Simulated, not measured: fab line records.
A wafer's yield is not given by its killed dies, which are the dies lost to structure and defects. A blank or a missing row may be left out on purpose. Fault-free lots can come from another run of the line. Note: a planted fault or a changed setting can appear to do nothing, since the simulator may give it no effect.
fab line records ; flow sky130
record: lots: 12; wafers: 36; last-day: 50
route steps=708 shown LDD_N@244 LDD_P@265 LDD_HVP@287 LDD_LDN@293 PAD_OPEN@708
lots that met no fault: from a run of the same line without faults
start-h: the number of hours between the record's first day and the start of the first shown wafer of the lot ; wait-h: hours from the lot's prior step to this one ; " repeats the value in the row above ; L1.1+2: a single row standing in for several wafers ; - no value present, or no start provided ; * or withheld: withheld ; < > ~ a bound
route shown NAME@n: a module of which the file shows steps, and the number in the route of the first ; usual: mean/standard deviation taken from wafers without a fault ; same: alike in all rows ; chamber/n: place in a boat ; sites: per-site readings ; _std_site: their standard deviation ; _edge_site: the outer-site mean with the inner-site mean subtracted ; radius-mm: how far each site lies from the wafer's centre ; mask NAME#n: copy n ; behind: the last tool/chamber to shape the wafer ; hold: what put the lot on hold/how long, in hours/how the hold closed ; device: whichever transistor did not switch (one of n, p or np) ; end of line: the route-end tests of the same wafers ; a step with no rows: only its recipe ; killed: not the wafer's yield, but the dies lost to structure and defects at the first sort ; map: a wafer's dies, marking killed ones x, the rest . and places with no die _
set.NAME: the setting that was run; set.NAME@STEP: the one run at that earlier step ; model.NAME: the simulator's own value behind a step, which no gauge read
the route's steps for a sample of lots (tables are steps, rows are wafers)
services: a tool's chamber out of use, with start hour (start-h, from the record's first day; less than 0 if before it), hours out, and reason
== steps ==
step: SKY_LDD_N_OVL_MEAS_07
usual: LDD_N_OVL: 0.7/1.6
lot.wafer;tool;chamber;start-h;wait-h;LDD_N_OVL[nm]
L714.1;overlay-02;-;402.17;0.1;2.8
L714.3;overlay-02;-;402.17;0.1;1.7
L714.5;overlay-02;-;402.17;0.1;2.9
L715.2;overlay-02;-;408.63;0.1;2.3
L715.3;overlay-02;-;408.63;0.1;1.1
L715.5;overlay-02;-;408.63;0.1;3.4
L716.1;overlay-02;-;418.27;0.1;-0.1
L716.3;overlay-02;-;418.27;0.1;0.1
L716.5;overlay-02;-;418.27;0.1;-0.3
L717.3;overlay-02;-;443.68;0.1;1.2
L717.4;overlay-02;-;443.68;0.1;0.2
L717.6;overlay-02;-;443.68;0.1;-0.4
L721.1;overlay-02;-;464.72;0.1;0.3
L721.2;overlay-02;-;464.72;0.1;0.3
L721.3;overlay-02;-;464.72;0.1;-0.6
L722.1;overlay-01;-;470.47;0.1;1.1
L722.3;overlay-01;-;470.47;0.1;2.8
L722.6;overlay-01;-;470.47;0.1;1.4
L723.2;overlay-01;-;482.98;0.1;1.7
L723.5;overlay-01;-;482.98;0.1;0.8
L723.6;overlay-01;-;482.98;0.1;-0.4
L724.1;overlay-01;-;488.48;0.1;1.2
L724.2;overlay-01;-;488.48;0.1;0.0
L724.6;overlay-01;-;488.48;0.1;2.0
L726.1;overlay-01;-;514.18;0.1;2.3
L726.4;overlay-01;-;514.18;0.1;1.4
L726.5;overlay-01;-;514.18;0.1;0.0
L728.1;overlay-01;-;526.98;0.1;1.8
L728.3;overlay-01;-;526.98;0.1;2.4
L728.5;overlay-01;-;526.98;0.1;1.1
L729.1;overlay-01;-;541.27;0.1;0.6
L729.2;overlay-01;-;541.27;0.1;2.9
L729.4;overlay-01;-;541.27;0.1;-0.2
L737.4;overlay-01;-;600.84;0.1;-2.1
L737.5;overlay-01;-;600.84;0.1;-0.8
L737.6;overlay-01;-;600.84;0.1;-3.2
step: SKY_LDD_P_STRIP_10
recipe: chemistry: O2/N2; power-w: 1400; pressure-mtorr: 1500; platen-temp-c: withheld; o2-flow-sccm: 3000; n2-flow-sccm: 300; overash-fraction: 0.5
usual: drypump-motor-current-A: 5.5/0.5; oes-product-au: 0.716/0.0042; strip-time-to-endpoint-s: 14.19/0.043
lot.wafer;tool;chamber;start-h;wait-h;drypump-motor-current-A;oes-product-au;rf-hours-counter-h;strip-time-to-endpoint-s
L714.1;plasma-asher-02;1;433.33;0.1;5.2;0.717;33;14.19
L714.3;plasma-asher-02;1;433.33;0.1;5.2;0.722;-;14.19
L714.5;plasma-asher-02;0;433.33;0.1;6.3;0.711;-;14.17
L715.2;plasma-asher-02;0;440.47;0.1;6.2;0.716;33;14.21
L715.3;plasma-asher-02;1;440.47;0.1;5.2;0.717;-;14.19
L715.5;plasma-asher-02;0;440.47;0.1;6.3;0.723;-;14.22
L716.1;plasma-asher-02;0;450.47;0.1;6.3;0.712;34;14.23
L716.3;plasma-asher-02;1;450.47;0.1;5.2;0.715;-;14.23
L716.5;plasma-asher-02;1;450.47;0.1;5.2;0.714;-;14.18
L717.3;plasma-asher-01;1;476.21;0.1;5.8;0.722;-;14.26
L717.4;plasma-asher-01;0;476.21;0.1;5.4;0.713;-;14.23
L717.6;plasma-asher-01;1;476.21;0.1;5.8;0.717;-;14.26
L721.1;plasma-asher-02;0;496.98;0.1;6.3;0.716;39;14.21
L721.2;plasma-asher-02;1;496.98;0.1;5.2;0.721;39;14.22
L721.3;plasma-asher-02;0;496.98;0.1;6.3;0.717;-;14.21
L722.1;plasma-asher-02;1;502.58;0.1;5.2;0.716;40;14.13
L722.3;plasma-asher-02;0;502.58;0.1;6.2;0.718;-;14.09
L722.6;plasma-asher-02;1;502.58;0.1;5.2;0.723;-;14.12
L723.2;plasma-asher-02;0;514.92;0.1;6.2;0.719;41;14.21
L723.5;plasma-asher-02;1;514.92;0.1;5.2;0.719;-;14.22
L723.6;plasma-asher-02;0;514.92;0.1;6.3;0.711;-;14.22
L724.1;plasma-asher-01;1;520.78;0.1;5.8;0.727;10;14.19
L724.2;plasma-asher-01;0;520.78;0.1;5.5;0.719;10;14.16
L724.6;plasma-asher-01;0;520.78;0.1;5.5;0.713;-;14.16
L726.1;plasma-asher-02;1;546.21;0.1;5.1;0.715;44;14.14
L726.4;plasma-asher-02;1;546.21;0.1;5.2;0.723;-;14.15
L726.5;plasma-asher-02;1;546.21;0.1;5.2;0.722;-;14.18
L728.1;plasma-asher-03;1;557.77;0.1;5.1;0.712;73;14.26
L728.3;plasma-asher-03;0;557.77;0.1;5.0;0.722;-;14.20
L728.5;plasma-asher-03;1;557.77;0.1;5.1;0.717;-;14.16
L729.1;plasma-asher-03;0;571.92;0.1;5.0;0.714;74;14.16
L729.2;plasma-asher-03;1;571.92;0.1;5.1;0.716;74;14.20
L729.4;plasma-asher-03;0;571.92;0.1;5.0;0.721;-;14.15
L737.4;plasma-asher-01;0;631.30;0.1;5.5;0.707;-;14.28
L737.5;plasma-asher-01;0;631.30;0.1;5.4;0.717;-;14.23
L737.6;plasma-asher-01;1;631.30;0.1;5.8;0.722;-;14.28
step: SKY_LDD_HVP_STRIP_09
recipe: chemistry: O2/N2; power-w: 1400; pressure-mtorr: 1500; platen-temp-c: withheld; o2-flow-sccm: 3000; n2-flow-sccm: 300; overash-fraction: 0.5
usual: drypump-motor-current-A: 5.5/0.35; oes-product-au: 0.409/0.0045; strip-time-to-endpoint-s: 4.134/0.013
lot.wafer;tool;chamber;start-h;wait-h;drypump-motor-current-A;oes-product-au;rf-hours-counter-h;strip-time-to-endpoint-s
L714.1;plasma-asher-03;0;494.86;0.1;5.0;0.412;67;4.137
L714.3;plasma-asher-03;1;494.86;0.1;5.1;0.402;-;4.130
L714.5;plasma-asher-03;0;494.86;0.1;5.0;0.405;-;4.108
L715.2;plasma-asher-03;0;503.66;0.1;5.0;0.408;67;4.128
L715.3;plasma-asher-03;0;503.66;0.1;5.0;0.410;-;4.131
L715.5;plasma-asher-03;1;503.66;0.1;5.1;0.411;-;4.147
L716.1;plasma-asher-03;0;511.60;0.1;5.0;0.410;68;4.128
L716.3;plasma-asher-03;1;511.60;0.1;5.1;0.410;-;4.116
L716.5;plasma-asher-03;0;511.60;0.1;5.1;0.406;-;4.127
L717.3;plasma-asher-04;1;537.29;0.1;5.5;0.409;-;4.139
L717.4;plasma-asher-04;0;537.29;0.1;6.0;0.415;-;4.157
L717.6;plasma-asher-04;1;537.29;0.1;5.5;0.419;-;4.154
L721.1;plasma-asher-03;0;557.05;0.1;5.0;0.408;73;4.119
L721.2;plasma-asher-03;1;557.05;0.1;5.1;0.410;73;4.143
L721.3;plasma-asher-03;1;557.05;0.1;5.0;0.415;-;4.134
L722.1;plasma-asher-01;1;563.66;0.1;5.8;0.401;14;4.133
L722.3;plasma-asher-01;1;563.66;0.1;5.9;0.407;-;4.135
L722.6;plasma-asher-01;0;563.66;0.1;5.5;0.407;-;4.151
L723.2;plasma-asher-03;1;575.50;0.1;5.1;0.405;75;4.125
L723.5;plasma-asher-03;0;575.50;0.1;5.0;0.407;-;4.138
L723.6;plasma-asher-03;1;575.50;0.1;5.0;0.418;-;4.130
L724.1;plasma-asher-03;0;579.56;0.1;5.0;0.413;75;4.120
L724.2;plasma-asher-03;1;579.56;0.1;5.1;0.401;75;4.136
L724.6;plasma-asher-03;0;579.56;0.1;5.0;0.413;-;4.123
L726.1;plasma-asher-03;0;605.70;0.1;5.0;0.409;78;4.138
L726.4;plasma-asher-03;1;605.70;0.1;5.1;0.411;-;4.132
L726.5;plasma-asher-03;1;605.70;0.1;5.1;0.418;-;4.176
L728.1;plasma-asher-04;0;615.91;0.1;6.0;0.413;86;4.145
L728.3;plasma-asher-04;1;615.91;0.1;5.5;0.414;-;4.138
L728.5;plasma-asher-04;0;615.91;0.1;6.0;0.403;-;4.148
L729.1;plasma-asher-04;1;629.57;0.1;5.5;0.406;88;4.127
L729.2;plasma-asher-04;0;629.57;0.1;6.0;0.412;88;4.139
L729.4;plasma-asher-04;1;629.57;0.1;5.5;0.404;-;4.156
L737.4;plasma-asher-04;0;688.40;0.1;6.0;0.415;-;4.114
L737.5;plasma-asher-04;0;688.40;0.1;6.0;0.404;-;4.148
L737.6;plasma-asher-04;1;688.40;0.1;5.5;0.413;-;4.133
step: SKY_LDD_LDN_EXPOSE_04
recipe: mask-id: LDNTM; na: 0.6; source-shape: conventional; sigma-outer: 0.6; polarization: unpolarized; target-cd-nm: 700; dose-mj: 140
same: sigma-outer: 0.6
lot.wafer;tool;chamber;start-h;wait-h;mask
L714.1+3+5;iline-stepper-02;0;510.20;-;LDNTM#0
L715.2+3+5;iline-stepper-02;0;518.99;-;LDNTM#0
L716.1+3+5;iline-stepper-02;0;526.14;-;LDNTM#0
L717.3+4+6;iline-stepper-01;0;552.54;-;LDNTM#0
L721.1+2+3;iline-stepper-02;0;571.89;-;LDNTM#0
L722.1+3+6;iline-stepper-02;0;578.17;-;LDNTM#0
L723.2+5+6;iline-stepper-02;0;590.34;-;LDNTM#0
L724.1+2+6;iline-stepper-01;0;594.95;-;LDNTM#0
L726.1+4+5;iline-stepper-01;0;620.62;-;LDNTM#0
L728.1+3+5;iline-stepper-01;0;630.58;-;LDNTM#0
L729.1+2+4;iline-stepper-01;0;643.43;-;LDNTM#0
L737.4+5+6;iline-stepper-01;0;701.83;-;LDNTM#0
step: SKY_LDD_LDN_OVL_MEAS_07
usual: LDD_LDN_OVL: -0.3/1.3
lot.wafer;tool;chamber;start-h;wait-h;LDD_LDN_OVL[nm]
L714.1;overlay-02;-;524.77;0.1;-2.7
L714.3;overlay-02;-;524.77;0.1;-0.6
L714.5;overlay-02;-;524.77;0.1;-0.6
L715.2;overlay-02;-;533.48;0.1;1.9
L715.3;overlay-02;-;533.48;0.1;0.8
L715.5;overlay-02;-;533.48;0.1;-0.2
L716.1;overlay-02;-;541.23;0.1;0.0
L716.3;overlay-02;-;541.23;0.1;0.2
L716.5;overlay-02;-;541.23;0.1;-0.8
L717.3;overlay-01;-;566.84;0.1;-1.4
L717.4;overlay-01;-;566.84;0.1;-2.1
L717.6;overlay-01;-;566.84;0.1;0.0
L721.1;overlay-01;-;585.38;0.1;74.1
L721.2;overlay-01;-;585.38;0.1;76.0
L721.3;overlay-01;-;585.38;0.1;74.5
L722.1;overlay-02;-;592.67;0.1;74.5
L722.3;overlay-02;-;592.67;0.1;73.6
L722.6;overlay-02;-;592.67;0.1;74.6
L723.2;overlay-01;-;604.64;0.1;75.2
L723.5;overlay-01;-;604.64;0.1;75.4
L723.6;overlay-01;-;604.64;0.1;74.8
L724.1;overlay-02;-;609.57;0.1;0.4
L724.2;overlay-02;-;609.57;0.1;0.5
L724.6;overlay-02;-;609.57;0.1;-0.3
L726.1;overlay-02;-;634.88;0.1;-1.2
L726.4;overlay-02;-;634.88;0.1;-0.2
L726.5;overlay-02;-;634.88;0.1;0.9
L728.1;overlay-01;-;644.37;0.1;-0.8
L728.3;overlay-01;-;644.37;0.1;0.9
L728.5;overlay-01;-;644.37;0.1;1.1
L729.1;overlay-01;-;657.72;0.1;-0.8
L729.2;overlay-01;-;657.72;0.1;-0.3
L729.4;overlay-01;-;657.72;0.1;-0.4
L737.4;overlay-02;-;716.30;0.1;-0.1
L737.5;overlay-02;-;716.30;0.1;-0.3
L737.6;overlay-02;-;716.30;0.1;-0.2
step: SKY_PAD_OPEN_PROBE_99
usual: killed_at_M0_to_M3: 44/7.5; killed_at_M4_up: 3.2/1.9; killed-at-contacts: 23/4.7; killed-at-front-end: 15/4.7; killed-at-other: 0.4/0.66; killed-dies: 87/9.3; killed-on-rim: 17/4.1; killed-open: 47/7.2; killed-short: 39/6.5
same: gross-dies: 492; killed-at-back-side: 0
lot.wafer;tool;chamber;start-h;wait-h;killed_at_M0_to_M3;killed_at_M4_up;killed-at-contacts;killed-at-front-end;killed-at-other;killed-dies;killed-on-rim;killed-open;killed-short
L714.1;prober-02;-;1074.90;0.1;38;3;25;19;1;86;18;46;40
L714.3;prober-02;-;1075.00;0.2;47;3;27;10;1;88;14;55;33
L714.5;prober-02;-;1075.10;0.2;43;0;22;13;0;78;15;37;41
L715.2;prober-01;-;1078.96;0.1;32;8;26;11;0;77;17;49;28
L715.3;prober-01;-;1079.01;0.2;36;2;26;18;2;84;15;43;41
L715.5;prober-01;-;1079.11;0.2;34;2;27;14;1;78;21;49;29
L721.1;prober-01;-;1115.89;0.1;40;3;22;16;0;81;18;52;29
L721.2;prober-01;-;1115.94;0.1;46;3;25;21;0;95;24;43;52
L721.3;prober-01;-;1115.99;0.2;48;2;23;19;0;92;19;46;46
L722.1;prober-02;-;1131.00;0.1;55;2;32;12;3;104;17;60;40
L722.3;prober-02;-;1131.10;0.2;42;3;24;7;0;76;14;35;41
L722.6;prober-02;-;1131.25;0.2;47;5;27;11;2;92;22;47;43
L723.2;prober-01;-;1132.55;0.1;56;7;25;14;1;103;26;61;41
L723.5;prober-01;-;1132.70;0.2;37;3;20;13;2;75;9;36;37
L723.6;prober-01;-;1132.75;0.2;45;4;23;14;1;87;19;45;41
L724.1;prober-02;-;1134.00;0.1;40;2;17;20;0;79;14;40;39
L724.2;prober-02;-;1134.05;0.1;51;1;24;14;2;92;17;49;42
L724.6;prober-02;-;1134.25;0.2;54;3;15;21;1;94;20;51;43
L729.1;prober-01;-;1163.98;0.1;46;2;28;13;0;89;12;49;39
L729.2;prober-01;-;1164.03;0.1;50;5;26;12;0;93;12;41;52
L729.4;prober-01;-;1164.13;0.2;48;3;24;13;0;88;15;49;39
killed by level:class
L714.1 CONTACT:geometric-particle:open=9 VIA1:geometric-particle:open=8 METAL1:geometric-particle:short=7 POLY_GATE:geometric-particle:open=6 METAL2:geometric-particle:short=5 VIA3:geometric-particle:open=5 LI_CONTACT:geometric-particle:short=4 LI_CONTACT:geometric-particle:open=4
L714.3 CONTACT:geometric-particle:open=12 VIA1:geometric-particle:open=10 LI_CONTACT:geometric-particle:open=9 METAL1:geometric-particle:short=8 VIA1:geometric-particle:short=6 VIA3:geometric-particle:open=5 METAL2:geometric-particle:short=5 METAL1:geometric-particle:open=4
L714.5 METAL1:geometric-particle:short=13 VIA1:geometric-particle:open=7 METAL2:geometric-particle:short=7 CONTACT:geometric-particle:short=5 LI_CONTACT:geometric-particle:open=5 LOCAL_INTERCONNECT:geometric-particle:short=5 CONTACT:geometric-particle:open=5 VIA3:geometric-particle:open=5
L715.2 VIA1:geometric-particle:open=11 CONTACT:geometric-particle:open=9 LI_CONTACT:geometric-particle:open=8 METAL2:geometric-particle:short=6 CONTACT:geometric-particle:short=4 METAL4:geometric-particle:open=4 FIELD_ISO:geometric-particle:short=3 POLY_GATE:geometric-particle:open=3
L715.3 CONTACT:geometric-particle:open=10 VIA1:geometric-particle:open=9 CONTACT:geometric-particle:short=6 VIA2:geometric-particle:open=6 FIELD_ISO:geometric-particle:open=4 FIELD_ISO:geometric-particle:short=4 POLY_GATE:geometric-particle:open=4 LI_CONTACT:geometric-particle:open=4
L715.5 CONTACT:geometric-particle:open=12 VIA1:geometric-particle:open=8 LI_CONTACT:geometric-particle:open=7 FIELD_ISO:geometric-particle:open=5 VIA3:geometric-particle:open=5 CONTACT:geometric-particle:short=4 METAL2:geometric-particle:short=4 VIA2:geometric-particle:short=4
L721.1 LI_CONTACT:geometric-particle:open=10 VIA1:geometric-particle:open=9 CONTACT:geometric-particle:open=7 METAL1:geometric-particle:short=6 VIA3:geometric-particle:open=5 METAL1:geometric-particle:open=4 METAL2:geometric-particle:short=4 FIELD_ISO:geometric-particle:open=3
L721.2 LOCAL_INTERCONNECT:geometric-particle:short=8 VIA1:geometric-particle:open=7 METAL2:geometric-particle:open=6 METAL1:geometric-particle:short=6 VIA1:geometric-particle:short=6 METAL2:geometric-particle:short=6 VIA2:geometric-particle:open=6 POLY_GATE:geometric-particle:open=5
L721.3 METAL2:geometric-particle:short=8 METAL1:geometric-particle:short=7 LI_CONTACT:geometric-particle:open=7 CONTACT:geometric-particle:open=7 VIA1:geometric-particle:open=7 FIELD_ISO:geometric-particle:open=5 METAL3:geometric-particle:short=5 VIA2:geometric-particle:short=4
L722.1 VIA1:geometric-particle:open=15 CONTACT:geometric-particle:open=10 LI_CONTACT:geometric-particle:open=8 VIA3:geometric-particle:open=8 CONTACT:geometric-particle:short=8 VIA2:geometric-particle:open=8 METAL1:geometric-particle:short=5 METAL2:geometric-particle:short=5
L722.3 VIA1:geometric-particle:open=10 LI_CONTACT:geometric-particle:open=8 VIA1:geometric-particle:short=7 CONTACT:geometric-particle:open=6 METAL3:geometric-particle:short=5 CONTACT:geometric-particle:short=4 FIELD_ISO:geometric-particle:short=3 LI_CONTACT:geometric-particle:short=3
L722.6 VIA1:geometric-particle:open=13 LI_CONTACT:geometric-particle:open=9 CONTACT:geometric-particle:short=6 VIA3:geometric-particle:open=6 VIA2:geometric-particle:open=5 LI_CONTACT:geometric-particle:short=5 CONTACT:geometric-particle:open=5 METAL2:geometric-particle:short=5
L723.2 VIA1:geometric-particle:open=13 LI_CONTACT:geometric-particle:open=12 CONTACT:geometric-particle:open=8 METAL1:geometric-particle:short=7 VIA3:geometric-particle:open=7 POLY_GATE:geometric-particle:open=6 VIA1:geometric-particle:short=6 METAL2:geometric-particle:short=5
L723.5 VIA1:geometric-particle:open=7 CONTACT:geometric-particle:open=6 METAL2:geometric-particle:short=6 POLY_GATE:geometric-particle:open=5 LOCAL_INTERCONNECT:geometric-particle:short=5 VIA1:geometric-particle:short=4 LI_CONTACT:geometric-particle:open=4 VIA2:geometric-particle:short=4
L723.6 VIA1:geometric-particle:open=10 CONTACT:geometric-particle:open=9 METAL1:geometric-particle:short=8 LI_CONTACT:geometric-particle:open=6 METAL2:geometric-particle:short=6 VIA3:geometric-particle:open=6 POLY_GATE:geometric-particle:open=4 CONTACT:geometric-particle:short=4
L724.1 VIA3:geometric-particle:open=9 VIA2:geometric-particle:open=8 CONTACT:geometric-particle:open=7 VIA1:geometric-particle:short=7 FIELD_ISO:geometric-particle:open=5 FIELD_ISO:geometric-particle:short=5 POLY_GATE:geometric-particle:short=4 METAL1:geometric-particle:short=4
L724.2 VIA1:geometric-particle:open=14 METAL1:geometric-particle:short=10 LI_CONTACT:geometric-particle:open=8 VIA3:geometric-particle:open=7 VIA2:geometric-particle:short=7 CONTACT:geometric-particle:open=6 VIA1:geometric-particle:short=6 VIA2:geometric-particle:open=5
L724.6 VIA1:geometric-particle:open=11 VIA2:geometric-particle:open=11 VIA1:geometric-particle:short=10 CONTACT:geometric-particle:open=8 FIELD_ISO:geometric-particle:short=6 VIA3:geometric-particle:open=6 POLY_GATE:geometric-particle:short=6 LI_CONTACT:geometric-particle:open=6
L729.1 VIA1:geometric-particle:open=15 METAL2:geometric-particle:short=9 LI_CONTACT:geometric-particle:open=7 CONTACT:geometric-particle:short=7 CONTACT:geometric-particle:open=6 VIA1:geometric-particle:short=6 FIELD_ISO:geometric-particle:open=5 VIA2:geometric-particle:open=5
L729.2 VIA1:geometric-particle:open=13 CONTACT:geometric-particle:open=8 VIA2:geometric-particle:open=7 LI_CONTACT:geometric-particle:short=6 VIA3:geometric-particle:short=6 METAL4:geometric-particle:short=5 LOCAL_INTERCONNECT:geometric-particle:short=5 METAL2:geometric-particle:short=5
L729.4 VIA1:geometric-particle:open=11 VIA3:geometric-particle:open=8 CONTACT:geometric-particle:open=7 LOCAL_INTERCONNECT:geometric-particle:short=6 VIA2:geometric-particle:open=6 VIA3:geometric-particle:short=5 FIELD_ISO:geometric-particle:short=4 LI_CONTACT:geometric-particle:open=4
== services ==
tool;chamber;start-h;hours;kind
plasma-asher-04;-;410.55;0.3;repair
plasma-asher-02;-;413.53;0.6;repair
plasma-asher-01;-;421.25;9.0;pm
iline-stepper-02;-;421.93;1.7;pm
plasma-asher-04;-;424.81;11.2;repair
plasma-asher-03;-;438.54;3.6;repair
plasma-asher-02;-;441.03;0.7;repair
plasma-asher-04;-;451.47;0.5;repair
iline-stepper-02;0;475.82;-;calibration
plasma-asher-04;-;481.21;11.0;repair
iline-stepper-02;-;541.76;2.1;pm
iline-stepper-02;-;543.84;-;consumable-replace:lamp
iline-stepper-01;0;544.88;-;calibration
iline-stepper-01;-;569.45;4.4;pm
iline-stepper-01;-;575.37;1.7;pm
plasma-asher-02;-;586.14;12.0;repair
iline-stepper-02;-;594.20;5.9;repair
plasma-asher-04;-;599.43;2.8;pm
iline-stepper-02;-;612.72;15.5;repair
plasma-asher-03;-;630.73;1.2;repair
iline-stepper-02;-;640.11;1.7;pm
plasma-asher-02;-;645.45;5.3;repair
plasma-asher-04;-;682.13;2.8;repair
iline-stepper-02;0;693.25;-;calibration
== key ==
first-sign: step: SKY_LDD_LDN_OVL_MEAS_07; reading: LDD_LDN_OVL; direction: up; sigmas: 59; usual: -0.3; struck: 74.7
effect none on later readings
met-at SKY_LDD_LDN_EXPOSE_04
struck-lots L721,L722,L723
tester-left-out L721,L722,L723
not-acting-at SKY_LDD_N_OVL_MEAS_07,SKY_LDD_P_STRIP_10,SKY_LDD_HVP_STRIP_09
onset-between 526.14 571.89
fault: kind: scanner-matching-overlay; tool: iline-stepper-02; chamber: -; onset-h: 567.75; steps: SKY_LDD_LDN_EXPOSE_04; offset: 74.412
tester-left-out: of these lots the tester's yield and bins aren't shown, on N5 and GAA mostly nor the transistor test; their killed dies are dies lost to structure and defects alone, not to doping, threshold or leakage, so they don't give the yield
